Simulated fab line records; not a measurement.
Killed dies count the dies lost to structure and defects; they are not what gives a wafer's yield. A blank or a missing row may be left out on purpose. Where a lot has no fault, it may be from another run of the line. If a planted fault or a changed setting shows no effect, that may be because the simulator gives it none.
Comparing a struck lot with a sound one    flow sky130    15 out of 708 route steps
Sound: these wafers, L176.1, L176.3, L176.6. The struck wafers were L171.1, L171.2, L171.4. At the end, the cause is stated.
For every step that has rows: the tool of each side, followed by ch and its chambers, followed by its first start. Under that, the readings that differ: sound wafers    struck wafers    difference of the means    sigmas: that difference in standard deviations of wafers without a fault.
alike: readings with means less than 2 such deviations apart, plus words and numbers identical on both sides. not compared: withheld readings, readings lacking a value on some wafer, bounds such as >300 that could conceal the same value, and numbers that have no deviation in the record and whose values overlap.
The two part at a step that has a row with sigmas, a row that says differs or no value, or rows on one side only. Non-overlapping numbers with no deviation appear without sigmas and do not part them. Lack of a reading on every wafer of one side parts them only where that side has two or more wafers.

first, 1 step without rows for these wafers: SKY_PWDE_IMPLANT_08.
SKY_PWDE_STRIP_09: strips in O2/N2.
  sound on plasmaAsher-02 ch 0,1, day 7 09:42; struck on plasmaAsher-02 ch 0,1, day 6 06:06
reading              sound              struck             difference  sigmas
oesProductAu (a.u.)  0.736 0.717 0.728  0.718 0.715 0.715  -0.011      -3
  alike: drypumpMotorCurrentA, o2FlowSccm, stripTimeToEndpointS
  not compared: rfHoursCounterH
SKY_PWDE_TW_MEAS_10:
  sound: filmMetro-01 at day 7 09:48; struck: filmMetro-03 at day 6 06:12
  alike: PWDE_TW
then, 7 steps without rows for these wafers: SKY_NWELL_DEHYDRATE_03 (time 60 s); SKY_NWELL_HMDS_04 (prime time 60 s); SKY_NWELL_COAT_05 (resist thk 3000 nm); SKY_NWELL_SOFTBAKE_06; SKY_NWELL_EXPOSE_07 (exposes mask NWM, target cd 840 nm); SKY_NWELL_PEB_08; SKY_NWELL_DEVELOP_09 (develop time 60 s).
SKY_NWELL_OVL_MEAS_10:
  sound: overlay-01 at day 8 05:04; struck: overlay-01 at day 7 00:46
  alike: NWELL_00_OVL
next, for these wafers, 1 step has no rows: SKY_NWELL_IMPLANT_11.
SKY_NWELL_IMPLANT_12:
  sound on implanter-02 ch 0, day 8 05:15; struck on implanter-04 ch 0, day 7 00:57
reading           sound                             struck                            difference   sigmas
doseIonsCm2       1.2989e+12 1.3009e+12 1.2974e+12  1.4101e+12 1.4113e+12 1.4098e+12  +1.1133e+11  +86
faradayCurrentUA  7.41 7.35 7.63                    7.82 8.12 7.88                    +0.48        +4
next, for these wafers, 1 step has no rows: SKY_NWELL_IMPLANT_13.
-- the record jumps here: 41 days lie between the struck wafers' starts before and after (it left off in module NWELL and takes up again in module PAD_OPEN, whose first step shown is number 708 of the route) --
SKY_PAD_OPEN_PROBE_99:
  sound: prober-01 at day 49 20:56; struck: prober-02 at day 48 03:01
reading                                sound                    struck                   difference  sigmas
model.etest.pfetG5v0d10v5.offLog10AUm  -12.45 -12.49 -12.49     -12.74 -12.62 -12.94     -0.29       
model.etest.pfet_16v.vtV (V)           -1.095 -1.085 -1.084     -1.117 -1.126 -1.125     -0.035      
model.etest.pfetG5v0d10v5.vtLongV (V)  -0.9265 -0.9186 -0.9175  -0.946 -0.9509 -0.9527   -0.029      
model.etest.pfet_01v8_lvt.vtSatV (V)   -0.429 -0.4328 -0.4257   -0.4547 -0.4524 -0.4515  -0.0237     
model.etest.pfet_01v8_lvt.vtV (V)      -0.523 -0.5285 -0.5213   -0.5448 -0.5473 -0.5467  -0.0220     
model.etest.pfet_01v8_lvt.vtLongV (V)  -0.6467 -0.6469 -0.641   -0.6626 -0.6616 -0.6631  -0.0176     
  alike: killed_at_M0_to_M3, killed_at_M4_up, killedAtContacts, killedAtFrontEnd, killedAtOther, killedDies, killedOpen, killedShort

## WHERE THEY PART
Last at SKY_NWELL_IMPLANT_12 as far as this record goes, first at SKY_PWDE_STRIP_09. Later steps at which nothing parts them and some readings are alike: SKY_PAD_OPEN_PROBE_99.

WHY: what the simulator had put in
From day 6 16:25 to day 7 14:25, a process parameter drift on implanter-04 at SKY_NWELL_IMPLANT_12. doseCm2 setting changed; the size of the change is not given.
